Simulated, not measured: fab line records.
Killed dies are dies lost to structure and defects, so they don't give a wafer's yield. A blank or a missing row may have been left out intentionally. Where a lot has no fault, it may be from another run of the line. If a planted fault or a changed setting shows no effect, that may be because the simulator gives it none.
fab line records -- flow sky130
[record] lots = 15, wafers = 45, last-day = 51
route steps=708 shown SD_P@330 SD_N@353 LI_CONTACT@374 LOCAL_INTERCONNECT@398
lots that met no fault: taken from a fault-free run of the same line
start-h: hours from the record's opening day to when the first of the lot's shown wafers began -- wait-h: hours elapsed since this lot's preceding step -- " same as the row above -- L1.1+2: several wafers, shown together as one row -- - no value, or no start was given -- * or withheld: withheld -- < > ~ a bound
route shown NAME@n: a module of which the file shows steps, and the number in the route of the first -- usual: mean/standard deviation of fault-free wafers -- same: alike in all rows -- chamber/n: place in a boat -- sites: readings site by site -- _std_site: the standard deviation of these -- _edge_site: mean of outer sites minus mean of inner sites -- radius-mm: for every site, how far away it sits from the centre of the wafer -- mask NAME#n: copy n -- behind: tool/chamber where the wafer was last shaped -- hold: reason for holding the lot/hours on hold/outcome of the hold -- device: whichever transistor did not switch (one of n, p or np) -- end of line: the same wafers' tests at the end of the route -- a step given without rows: its recipe and nothing more -- killed: dies that structure and defects cost at the first sort, which is not the same as the wafer's yield -- map: dies across one wafer; x = killed, . = not, _ = none there
set.NAME: setting as actually run; set.NAME@STEP: the setting as run at that earlier step -- model.NAME: the simulator's own value behind a step, which no gauge read
steps of the route over a sample of lots; a table a step, a row a wafer
services: when a tool's chamber went out of use (start-h, in hours from the record's first day, below 0 if earlier), for how many hours, and the reason
[[steps]]
[step SKY_SD_P_STRIP_10]
[recipe] chemistry = O2/N2, power-w = 1400, pressure-mtorr = 1500, platen-temp-c = withheld, o2-flow-sccm = 3000, n2-flow-sccm = 300, overash-fraction = 0.5
[usual] chamber-pressure-mTorr = 1500.2/1.3, drypump-motor-current-A = 6.0/0.34, oes-product-au = 0.618/0.0044, strip-time-to-endpoint-s = 17.50/0.037
[same] overash-fraction = 0.5
lot.wafer,tool,chamber,start-h,wait-h,chamber-pressure-mTorr,drypump-motor-current-A,oes-product-au,rf-hours-counter-h,strip-time-to-endpoint-s
L776.1,plasma-asher-02,0,599.59,0.1,1498.4,6.1,0.615,78,17.55
L776.2,plasma-asher-02,1,599.59,0.1,1499.9,6.2,0.621,78,17.54
L776.5,plasma-asher-02,1,599.59,0.1,1498.9,6.3,0.616,-,17.52
L777.4,plasma-asher-03,0,614.39,0.1,1499.8,5.4,0.623,-,17.47
L777.5,plasma-asher-03,1,614.39,0.1,1500.6,6.5,0.612,-,17.49
L777.6,plasma-asher-03,0,614.39,0.1,1502.0,5.4,0.617,-,17.50
L778.3,plasma-asher-03,1,648.12,0.1,1500.5,6.5,0.616,-,17.40
L778.4,plasma-asher-03,0,648.12,0.1,1500.7,5.4,0.614,-,17.45
L778.6,plasma-asher-03,1,648.12,0.1,1498.4,6.5,0.612,-,17.47
L779.4,plasma-asher-02,1,648.27,0.1,1499.1,6.3,0.611,-,17.50
L779.5,plasma-asher-02,0,648.27,0.1,1498.9,6.0,0.618,-,17.51
L779.6,plasma-asher-02,1,648.27,0.1,1500.2,6.3,0.620,-,17.50
L780.1,plasma-asher-01,0,649.39,0.1,1499.9,6.3,0.617,22,17.54
L780.4,plasma-asher-01,0,649.39,0.1,1500.8,6.3,0.617,-,17.56
L780.5,plasma-asher-01,0,649.39,0.1,1500.7,6.3,0.615,-,17.56
L781.3,plasma-asher-03,0,650.00,0.1,1500.4,5.5,0.612,-,17.51
L781.5,plasma-asher-03,0,650.00,0.1,1500.4,5.5,0.610,-,17.49
L781.6,plasma-asher-03,1,650.00,0.1,1500.0,6.4,0.627,-,17.46
L782.3,plasma-asher-01,1,657.20,0.1,1501.4,5.7,0.618,-,17.44
L782.5,plasma-asher-01,0,657.20,0.1,1501.1,6.3,0.623,-,17.44
L782.6,plasma-asher-01,1,657.20,0.1,1502.1,5.6,0.624,-,17.47
L783.1,plasma-asher-01,0,665.58,0.1,1499.9,6.3,0.616,24,17.45
L783.3,plasma-asher-01,0,665.58,0.1,1500.7,6.3,0.627,-,17.46
L783.5,plasma-asher-01,1,665.58,0.1,1498.6,5.6,0.624,-,17.43
L785.1,plasma-asher-01,1,693.24,0.1,1501.2,5.6,0.615,25,17.50
L785.2,plasma-asher-01,0,693.24,0.1,1500.4,6.3,0.622,25,17.49
L785.4,plasma-asher-01,0,693.24,0.1,1497.6,6.3,0.612,-,17.49
L788.2,plasma-asher-03,1,702.53,0.1,1500.1,6.4,0.620,96,17.52
L788.3,plasma-asher-03,0,702.53,0.1,1501.6,5.4,0.619,-,17.45
L788.6,plasma-asher-03,0,702.53,0.1,1499.7,5.4,0.621,-,17.50
L789.2,plasma-asher-01,0,724.52,0.1,1499.5,6.2,0.620,28,17.52
L789.5,plasma-asher-01,1,724.52,0.1,1498.2,5.6,0.616,-,17.50
L789.6,plasma-asher-01,0,724.52,0.1,1502.1,6.3,0.612,-,17.48
L790.2,plasma-asher-03,1,732.29,0.1,1500.7,6.4,0.617,99,17.50
L790.3,plasma-asher-03,0,732.29,0.1,1499.6,5.5,0.617,-,17.47
L790.4,plasma-asher-03,1,732.29,0.1,1500.3,6.4,0.614,-,17.51
L791.2,plasma-asher-02,1,737.09,0.1,1498.6,6.2,0.616,93,17.49
L791.3,plasma-asher-02,1,737.09,0.1,1499.2,6.2,0.624,-,17.51
L791.5,plasma-asher-02,1,737.09,0.1,1500.7,6.2,0.619,-,17.47
L795.1,plasma-asher-02,1,759.28,0.1,1498.5,6.3,0.612,95,17.47
L795.5,plasma-asher-02,0,759.28,0.1,1501.3,6.1,0.615,-,17.50
L795.6,plasma-asher-02,1,759.28,0.1,1499.4,6.3,0.621,-,17.49
L796.1,plasma-asher-02,0,816.62,0.1,1499.1,6.1,0.614,101,17.51
L796.2,plasma-asher-02,1,816.62,0.1,1498.8,6.2,0.615,101,17.57
L796.6,plasma-asher-02,1,816.62,0.1,1503.3,6.2,0.616,-,17.54
[step SKY_SD_N_STRIP_11]
[recipe] chemistry = O2/N2, power-w = 1400, pressure-mtorr = 1500, platen-temp-c = withheld, o2-flow-sccm = 3000, n2-flow-sccm = 300, overash-fraction = 0.5
[usual] chamber-pressure-mTorr = 1500.0/1.4, drypump-motor-current-A = 5.8/0.48, oes-product-au = 0.528/0.0045, overash-fraction = 0.5/0, strip-time-to-endpoint-s = 22.57/0.046
lot.wafer,tool,chamber,start-h,wait-h,chamber-pressure-mTorr,drypump-motor-current-A,oes-product-au,overash-fraction,rf-hours-counter-h,strip-time-to-endpoint-s
L776.1,plasma-asher-03,0,659.09,0.1,1501.3,5.4,0.524,0.5,91,22.47
L776.2,plasma-asher-03,1,659.09,0.1,1500.2,6.4,0.530,0.5,91,22.49
L776.5,plasma-asher-03,0,659.09,0.1,1501.0,5.4,0.527,0.5,-,22.48
L777.4,plasma-asher-02,1,673.42,0.1,1499.8,6.2,0.528,0.5,-,22.49
L777.5,plasma-asher-02,1,673.42,0.1,1498.5,6.2,0.526,0.5,-,22.47
L777.6,plasma-asher-02,0,673.42,0.1,1499.4,6.1,0.529,0.5,-,22.48
L778.3,plasma-asher-04,0,705.25,0.1,1500.1,5.1,0.532,0.5,-,22.53
L778.4,plasma-asher-04,1,705.25,0.1,1501.5,5.6,0.518,0.5,-,22.53
L778.6,plasma-asher-04,1,705.25,0.1,1499.2,5.6,0.532,0.5,-,22.48
L779.4,plasma-asher-03,0,706.25,0.1,1503.2,5.5,0.530,0.5,-,22.55
L779.5,plasma-asher-03,1,706.25,0.1,1501.7,6.4,0.532,0.5,-,22.56
L779.6,plasma-asher-03,0,706.25,0.1,1502.1,5.5,0.526,0.5,-,22.58
L780.1,plasma-asher-04,1,706.32,0.1,1497.5,5.6,0.527,0.5,59,22.53
L780.4,plasma-asher-04,1,706.32,0.1,1500.9,5.6,0.528,0.5,-,22.57
L780.5,plasma-asher-04,1,706.32,0.1,1499.9,5.6,0.521,0.5,-,22.53
L781.3,plasma-asher-04,0,707.45,0.1,1500.6,5.1,0.528,0.5,-,22.61
L781.5,plasma-asher-04,1,707.45,0.1,1502.4,5.6,0.529,0.5,-,22.61
L781.6,plasma-asher-04,0,707.45,0.1,1497.2,5.1,0.531,0.5,-,22.61
L782.3,plasma-asher-02,0,714.00,0.1,1500.3,6.1,0.522,0.5,-,22.54
L782.5,plasma-asher-02,0,714.00,0.1,1498.7,6.1,0.532,0.5,-,22.54
L782.6,plasma-asher-02,1,714.00,0.1,1499.8,6.3,0.528,0.5,-,22.58
L783.1,plasma-asher-03,1,723.57,0.1,1499.8,6.4,0.526,0.5,98,22.54
L783.3,plasma-asher-03,0,723.57,0.1,1499.9,5.4,0.532,0.5,-,22.63
L783.5,plasma-asher-03,1,723.57,0.1,1500.2,6.4,0.527,0.5,-,22.60
L785.1,plasma-asher-04,1,749.27,0.1,1500.1,5.6,0.527,0.5,63,22.59
L785.2,plasma-asher-04,0,749.27,0.1,1498.5,5.1,0.531,0.5,63,22.58
L785.4,plasma-asher-04,0,749.27,0.1,1503.3,5.1,0.527,0.5,-,22.57
L788.2,plasma-asher-04,0,758.09,0.1,-,-,-,-,-,-
L788.3,plasma-asher-04,0,758.09,0.1,-,-,-,-,-,-
L788.6,plasma-asher-04,1,758.09,0.1,-,-,-,-,-,-
L789.2,plasma-asher-02,0,778.59,0.1,-,-,-,-,-,-
L789.5,plasma-asher-02,1,778.59,0.1,-,-,-,-,-,-
L789.6,plasma-asher-02,0,778.59,0.1,-,-,-,-,-,-
L790.2,plasma-asher-04,1,786.47,0.1,-,-,-,-,-,-
L790.3,plasma-asher-04,1,786.47,0.1,-,-,-,-,-,-
L790.4,plasma-asher-04,0,786.47,0.1,-,-,-,-,-,-
L791.2,plasma-asher-02,1,792.42,0.1,1500.8,6.3,0.521,0.5,98,22.57
L791.3,plasma-asher-02,1,792.42,0.1,1500.0,6.2,0.528,0.5,-,22.59
L791.5,plasma-asher-02,0,792.42,0.1,1501.3,6.1,0.529,0.5,-,22.59
L795.1,plasma-asher-03,0,813.22,0.1,1500.6,5.4,0.525,0.5,5,22.61
L795.5,plasma-asher-03,0,813.22,0.1,1500.7,5.4,0.519,0.5,-,22.62
L795.6,plasma-asher-03,1,813.22,0.1,1500.9,6.4,0.529,0.5,-,22.60
L796.1,plasma-asher-04,0,869.02,0.1,1501.6,5.1,0.535,0.5,74,22.59
L796.2,plasma-asher-04,1,869.02,0.1,1500.6,5.6,0.530,0.5,74,22.53
L796.6,plasma-asher-04,0,869.02,0.1,1500.5,5.1,0.529,0.5,-,22.57
[step SKY_LI_CONTACT_CD_MEAS_12]
[recipe] target-cd-nm = 170
[usual] cd-nm = 170.0/1.5
lot.wafer,tool,chamber,start-h,wait-h,cd-nm
L776.1,cd-sem-01,-,688.78,-,168.6
L776.2,cd-sem-01,-,688.78,-,169.6
L776.5,cd-sem-01,-,688.78,-,170.8
L777.4,cd-sem-01,-,702.64,-,167.5
L777.5,cd-sem-01,-,702.64,-,167.6
L777.6,cd-sem-01,-,702.64,-,169.0
L778.3,cd-sem-02,-,734.62,-,172.2
L778.4,cd-sem-02,-,734.62,-,170.7
L778.6,cd-sem-02,-,734.62,-,171.2
L779.4,cd-sem-02,-,735.89,-,169.7
L779.5,cd-sem-02,-,735.89,-,169.8
L779.6,cd-sem-02,-,735.89,-,169.5
L780.1,cd-sem-01,-,735.96,-,170.3
L780.4,cd-sem-01,-,735.96,-,170.7
L780.5,cd-sem-01,-,735.96,-,169.8
L781.3,cd-sem-01,-,736.65,-,170.0
L781.5,cd-sem-01,-,736.65,-,170.2
L781.6,cd-sem-01,-,736.65,-,170.0
L782.3,cd-sem-02,-,742.75,-,169.4
L782.5,cd-sem-02,-,742.75,-,167.5
L782.6,cd-sem-02,-,742.75,-,167.5
L783.1,cd-sem-02,-,752.23,-,170.7
L783.3,cd-sem-02,-,752.23,-,172.1
L783.5,cd-sem-02,-,752.23,-,170.2
L785.1,cd-sem-02,-,776.53,-,169.2
L785.2,cd-sem-02,-,776.53,-,170.3
L785.4,cd-sem-02,-,776.53,-,168.3
L788.2,cd-sem-01,-,785.78,-,171.0
L788.3,cd-sem-01,-,785.78,-,171.5
L788.6,cd-sem-01,-,785.78,-,172.0
L789.2,cd-sem-02,-,806.55,-,171.1
L789.5,cd-sem-02,-,806.55,-,172.7
L789.6,cd-sem-02,-,806.55,-,171.4
L790.2,cd-sem-01,-,814.25,-,169.7
L790.3,cd-sem-01,-,814.25,-,171.4
L790.4,cd-sem-01,-,814.25,-,170.8
L791.2,cd-sem-02,-,820.18,-,169.0
L791.3,cd-sem-02,-,820.18,-,169.8
L791.5,cd-sem-02,-,820.18,-,169.9
L795.1,cd-sem-01,-,840.73,-,169.2
L795.5,cd-sem-01,-,840.73,-,169.0
L795.6,cd-sem-01,-,840.73,-,168.1
L796.1,cd-sem-01,-,896.76,-,173.2
L796.2,cd-sem-01,-,896.76,-,173.6
L796.6,cd-sem-01,-,896.76,-,172.7
[step SKY_LOCAL_INTERCONNECT_CD_MEAS_11]
[recipe] target-cd-nm = 170
[usual] cd-nm = 169.7/1.3
lot.wafer,tool,chamber,start-h,wait-h,cd-nm
L776.1,cd-sem-02,-,718.73,-,170.6
L776.2,cd-sem-02,-,718.73,-,169.9
L776.5,cd-sem-02,-,718.73,-,171.1
L777.4,cd-sem-02,-,732.39,-,169.3
L777.5,cd-sem-02,-,732.39,-,169.8
L777.6,cd-sem-02,-,732.39,-,169.6
L778.3,cd-sem-01,-,763.47,-,169.3
L778.4,cd-sem-01,-,763.47,-,169.5
L778.6,cd-sem-01,-,763.47,-,170.5
L779.4,cd-sem-01,-,764.19,-,171.0
L779.5,cd-sem-01,-,764.19,-,168.7
L779.6,cd-sem-01,-,764.19,-,170.1
L780.1,cd-sem-02,-,764.48,-,169.4
L780.4,cd-sem-02,-,764.48,-,169.2
L780.5,cd-sem-02,-,764.48,-,169.6
L781.3,cd-sem-01,-,765.47,-,170.2
L781.5,cd-sem-01,-,765.47,-,170.8
L781.6,cd-sem-01,-,765.47,-,171.5
L782.3,cd-sem-02,-,771.37,-,170.2
L782.5,cd-sem-02,-,771.37,-,170.6
L782.6,cd-sem-02,-,771.37,-,169.5
L783.1,cd-sem-01,-,780.33,-,167.4
L783.3,cd-sem-01,-,780.33,-,169.0
L783.5,cd-sem-01,-,780.33,-,167.5
L785.1,cd-sem-02,-,804.68,-,169.6
L785.2,cd-sem-02,-,804.68,-,167.5
L785.4,cd-sem-02,-,804.68,-,165.9
L791.2,cd-sem-01,-,847.14,-,170.4
L791.3,cd-sem-01,-,847.14,-,170.5
L791.5,cd-sem-01,-,847.14,-,169.2
L795.1,cd-sem-01,-,867.48,-,169.4
L795.5,cd-sem-01,-,867.48,-,168.6
L795.6,cd-sem-01,-,867.48,-,169.3
L796.1,cd-sem-02,-,923.13,-,167.5
L796.2,cd-sem-02,-,923.13,-,168.9
L796.6,cd-sem-02,-,923.13,-,167.4
[[services]]
tool,chamber,start-h,hours,kind
plasma-asher-04,-,580.10,2.1,repair
plasma-asher-03,-,584.21,0.5,repair
plasma-asher-04,-,655.07,10.0,repair
plasma-asher-01,-,671.22,15.6,pm
plasma-asher-04,-,733.73,3.3,repair
plasma-asher-03,-,733.75,9.0,pm
plasma-asher-03,0,733.75,9.0,vent-cycle
plasma-asher-03,1,733.75,9.0,vent-cycle
plasma-asher-03,0,742.75,-,clean
plasma-asher-03,1,742.75,-,clean
plasma-asher-03,-,780.13,10.7,pm
plasma-asher-02,-,790.70,1.5,repair
plasma-asher-03,-,794.42,5.7,repair
plasma-asher-04,-,820.76,11.2,pm
[[key]]
[first-sign] step = SKY_SD_N_STRIP_11, reading = tool-record, direction = missing
effect none on later readings
met-at SKY_SD_N_STRIP_11
struck-lots L788,L789,L790
later-rows-left-out L788.2,L788.3,L788.6,L789.2,L789.5,L789.6,L790.2,L790.3,L790.4
sort-left-out L788.2,L788.3,L788.6,L789.2,L789.5,L789.6,L790.2,L790.3,L790.4
tester-left-out L788,L789,L790
not-acting-at SKY_SD_P_STRIP_10,SKY_LI_CONTACT_CD_MEAS_12,SKY_LOCAL_INTERCONNECT_CD_MEAS_11
onset-between 749.27 758.09
[fault] kind = skipped-step-whole, tool = plasma-asher-02,plasma-asher-04, chamber = -, onset-h = 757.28, steps = SKY_SD_N_STRIP_11, scope = struck-lots-only
// tester-left-out: of these lots the tester's yield and bins aren't shown, on N5 and GAA mostly nor the transistor test; their killed dies are dies lost to structure and defects alone, not to doping, threshold or leakage, so they don't give the yield
// sort-left-out: the simulated sort isn't trusted on such a fault, so these wafers' sort isn't shown, and their yield isn't known
// later-rows-left-out: the simulator's readings of these wafers behind a module that went badly wrong aren't trusted and aren't shown, but for the sort
